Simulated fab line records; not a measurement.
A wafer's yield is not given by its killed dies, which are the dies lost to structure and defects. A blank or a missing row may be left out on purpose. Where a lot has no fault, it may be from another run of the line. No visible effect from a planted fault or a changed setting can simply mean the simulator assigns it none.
Struck lot and sound lot, side by side || flow sky130 || 15 steps out of a route of 708
Sound: the wafers L220.1, L220.3, L220.4. Struck: wafer L227.1. (L227.3, L227.6 of the same lot were not struck and are left out.) The cause comes at the end.
Per side, at each step with rows, come the tool, then ch with its chambers, and then its first start. Under that, the readings that differ: sound wafers || struck wafers || difference of the means || sigmas: that difference in standard deviations of wafers without a fault.
alike: readings whose means differ by less than 2 such deviations, and words and numbers that are the same on both sides. not compared: withheld readings, readings that some wafer has no value for, bounds like >300 that may hide the same value, and numbers for which the record gives no deviation and whose values overlap.
A row with sigmas, a row that says differs or no value, or rows on one side alone: a step with any of these is where the two part. Numbers that don't overlap but have no deviation are shown without sigmas and don't part them. A reading that every wafer of one side lacks parts them only if that side has two wafers or more.

first, 8 steps without rows for these wafers: SKY_POLY_GATE_DEHYDRATE_05 (time 60 s); SKY_POLY_GATE_HMDS_06 (prime time 60 s); SKY_POLY_GATE_COAT_07 (resist thk 110 nm); SKY_POLY_GATE_COAT_08 (resist thk 450 nm); SKY_POLY_GATE_SOFTBAKE_09 (time 90 s); SKY_POLY_GATE_EXPOSE_10 (exposes mask P1M, target cd 150 nm); SKY_POLY_GATE_PEB_11; SKY_POLY_GATE_DEVELOP_12 (develop time 60 s).
SKY_POLY_GATE_CD_MEAS_13 targets a cd of 150 nm.
  struck on cd sem-02, day 20 22:37; sound on cd sem-01, day 17 17:28
  alike: cd nm
SKY_POLY_GATE_OVL_MEAS_14:
  struck on overlay-02, day 20 22:44; sound on overlay-01, day 17 17:35
  alike: POLY_GATE_OVL
SKY_POLY_GATE_ETCH_15: etches BARC in N2/H2, stops on SiO2, time 118.5 s, target depth 110 nm.
  sound on rie diel-04 ch 0,1,3, day 17 17:38; struck on rie diel-04 ch 2, day 20 22:46
  alike: drypump motor current A, oes product au, run length s, throttle valve pct
  not compared: rf hours counter h
SKY_POLY_GATE_ETCH_16: etches Si3N4 in CH3F/O2, stops on poly-Si, time 147.5 s, target depth 75 nm.
  sound on rie diel-04 ch 0,1,3, day 17 17:43; struck on rie diel-04 ch 2, day 20 22:51
  alike: O2_flow_sccm, drypump motor current A, oes product au, run length s, throttle valve pct
  not compared: rf hours counter h
SKY_POLY_GATE_ETCH_17: etches poly-Si in HBr/Cl2, stops on SiO2, target depth 180 nm, time 70.5 s.
  sound on rie si-02 ch 0,2,3, day 17 17:49; struck on rie si-01 ch 0, day 20 22:57
{"reading": "oes product au (a.u.)", "sound": "0.993 0.995 0.980", "struck": 0.956, "difference": -0.033, "sigmas": -5}
{"reading": "run length s (s)", "sound": "99.0 98.3 98.7", "struck": 103.1, "difference": "+4.4", "sigmas": "+11"}
{"reading": "model.KrF-thick_of_POLY_GATE_COAT_08.thk nm (nm)", "sound": "140.1 143.6 145.2", "struck": 137.3, "difference": -5.7, "sigmas": ""}
{"reading": "model.SiO2_of_SONOS_ONO_CVD_04.thk nm (nm)", "sound": "4.582 4.472 4.466", "struck": 3.981, "difference": -0.526, "sigmas": ""}
  alike: drypump motor current A, throttle valve pct
  not compared: rf hours counter h
SKY_POLY_GATE_STRIP_18: strips in O2/N2.
  sound on plasma asher-01 ch 0,1, day 17 17:52; struck on plasma asher-01 ch 0, day 20 23:00
{"reading": "strip time to endpoint s (s)", "sound": "3.204 3.211 3.220", "struck": 3.144, "difference": -0.068, "sigmas": -3}
  alike: drypump motor current A, oes product au
  not compared: rf hours counter h
SKY_PAD_OPEN_PROBE_99:
  sound wafers here have rows in the record (prober-02, day 46 20:49); struck ones have none

## WHERE THEY PART
At SKY_POLY_GATE_ETCH_17 first; at SKY_PAD_OPEN_PROBE_99 last (within this record only).

WHY: the cause the simulator had injected
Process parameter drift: rie si-01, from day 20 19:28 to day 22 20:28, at SKY_POLY_GATE_ETCH_17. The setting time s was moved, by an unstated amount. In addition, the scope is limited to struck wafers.
